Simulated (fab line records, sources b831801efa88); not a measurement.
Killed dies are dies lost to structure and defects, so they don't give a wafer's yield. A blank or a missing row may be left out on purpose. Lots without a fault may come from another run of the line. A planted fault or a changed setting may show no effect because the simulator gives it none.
Tool commonality check | flow sky130 | 15 lots, 45 wafers sampled

WHY IT WAS OPENED
At SKY_VT_ADJUST_LVTN_TW_MEAS_21 the reading VT_ADJUST_LVTN_2_TW is flagged on 3 of 15 lots. Wafers without a fault read 189.8, standard deviation 2.2.
Rule: a lot is flagged when every wafer of it that has a number lies more than 4 standard deviations from that mean, or none has a number. The other lots count as sound.

lot  | measured     | on            | VT_ADJUST_LVTN_2_TW, wafer by wafer | flag
L535 | day 7 08:31  | film_metro-04 | 187.2 186.9 186.8                   |
L536 | day 8 02:47  | film_metro-03 | 188.3 187.5 188.6                   |
L539 | day 8 21:12  | film_metro-03 | 188.0 188.8 187.9                   |
L538 | day 8 21:37  | film_metro-01 | 191.3 193.1 191.6                   |
L542 | day 10 07:53 | film_metro-04 | 267.9 267.0 267.1                   | FLAGGED
L544 | day 10 08:52 | film_metro-01 | 272.4 270.7 271.5                   | FLAGGED
L545 | day 10 10:50 | film_metro-01 | 271.9 272.6 273.1                   | FLAGGED
L550 | day 12 00:16 | film_metro-01 | 193.9 192.9 193.9                   |
L552 | day 12 13:02 | film_metro-04 | 188.7 187.7 187.9                   |
L553 | day 12 18:06 | film_metro-01 | 193.4 193.2 194.6                   |
L554 | day 12 23:38 | film_metro-01 | 192.6 194.0 192.9                   |
L555 | day 13 09:58 | film_metro-03 | 188.9 189.4 189.3                   |
L556 | day 13 16:38 | film_metro-04 | 188.2 188.4 188.3                   |
L557 | day 14 00:28 | film_metro-01 | 193.7 192.9 193.4                   |
L558 | day 14 15:38 | film_metro-04 | 187.9 188.2 188.5                   |
The numbers of the flagged lots are 270.5 on average: +80.7 against the usual, or +37 standard deviations.

WHICH TOOL RAN EACH LOT
The record holds 2 process steps before the reading, out of a route of 708 steps. In each cell: the tool, then ch and the chambers that the sampled wafers went through, then the start.
lot  | flag    | SKY_FIELD_ISO_ETCH_14             | SKY_VT_ADJUST_LVTN_COAT_02
L535 |         | rie_diel-03 ch 0,1,2, day 2 04:30 | litho_track-04 ch 0, day 6 03:29
L536 |         | rie_diel-03 ch 0,1,3, day 2 10:00 | litho_track-02 ch 0, day 6 20:36
L539 |         | rie_diel-03 ch 2,3, day 3 00:54   | litho_track-04 ch 0, day 7 15:10
L538 |         | rie_diel-01 ch 0,3, day 2 21:00   | litho_track-02 ch 0, day 7 15:36
L542 | FLAGGED | rie_diel-03 ch 1,2, day 3 22:21   | litho_track-04, day 8 22:38
L544 | FLAGGED | rie_diel-01 ch 0,1, day 4 03:57   | litho_track-04, day 8 23:17
L545 | FLAGGED | rie_diel-01 ch 1,2, day 4 11:37   | litho_track-02, day 9 01:33
L550 |         | rie_diel-03 ch 0,1,3, day 5 10:50 | litho_track-01 ch 0, day 10 12:20
L552 |         | rie_diel-01 ch 1,2,3, day 5 21:25 | litho_track-04 ch 0, day 11 00:07
L553 |         | rie_diel-02 ch 0,2,3, day 6 01:42 | litho_track-01 ch 0, day 11 05:14
L554 |         | rie_diel-03 ch 0,1,3, day 6 06:46 | litho_track-04 ch 0, day 11 10:05
L555 |         | rie_diel-02 ch 0,1,3, day 6 15:44 | litho_track-01 ch 0, day 11 20:20
L556 |         | rie_diel-03 ch 1,2, day 6 20:34   | litho_track-01 ch 0, day 12 02:26
L557 |         | rie_diel-03 ch 0,2, day 6 22:46   | litho_track-04 ch 0, day 12 09:35
L558 |         | rie_diel-03 ch 0,2,3, day 7 06:51 | litho_track-02 ch 0, day 13 00:28
What these steps do:
- SKY_FIELD_ISO_ETCH_14: etches BARC in N2/H2, stops on SiO2, time 45.9 s, target depth 60 nm.
- SKY_VT_ADJUST_LVTN_COAT_02: resist thk 3000 nm.
- SKY_VT_ADJUST_LVTN_TW_MEAS_21

FLAGGED OVER TOTAL, TOOL BY TOOL (the gauges that took the reading come last)
step                          | tool           | lots run | flagged | share of the flagged lots | sound lots run after its first flagged lot
SKY_FIELD_ISO_ETCH_14         | rie_diel-01    | 4        | 2       | some                      | 1 (L552)
SKY_FIELD_ISO_ETCH_14         | rie_diel-02    | 2        | 0       | none                      | -
SKY_FIELD_ISO_ETCH_14         | rie_diel-03    | 9        | 1       | some                      | 5 (L550,L554,L556,L557,L558)
SKY_VT_ADJUST_LVTN_COAT_02    | litho_track-01 | 4        | 0       | none                      | -
SKY_VT_ADJUST_LVTN_COAT_02    | litho_track-02 | 4        | 1       | some                      | 1 (L558)
SKY_VT_ADJUST_LVTN_COAT_02    | litho_track-04 | 7        | 2       | some                      | 3 (L552,L554,L557)
SKY_VT_ADJUST_LVTN_TW_MEAS_21 | film_metro-01  | 7        | 2       | some                      | 4 (L550,L553,L554,L557)
SKY_VT_ADJUST_LVTN_TW_MEAS_21 | film_metro-03  | 3        | 0       | none                      | -
SKY_VT_ADJUST_LVTN_TW_MEAS_21 | film_metro-04  | 5        | 1       | some                      | 3 (L552,L556,L558)

WHAT THE TABLE ALLOWS
No row of the table ran every flagged lot.

WHAT THE SIMULATOR HAD PUT IN
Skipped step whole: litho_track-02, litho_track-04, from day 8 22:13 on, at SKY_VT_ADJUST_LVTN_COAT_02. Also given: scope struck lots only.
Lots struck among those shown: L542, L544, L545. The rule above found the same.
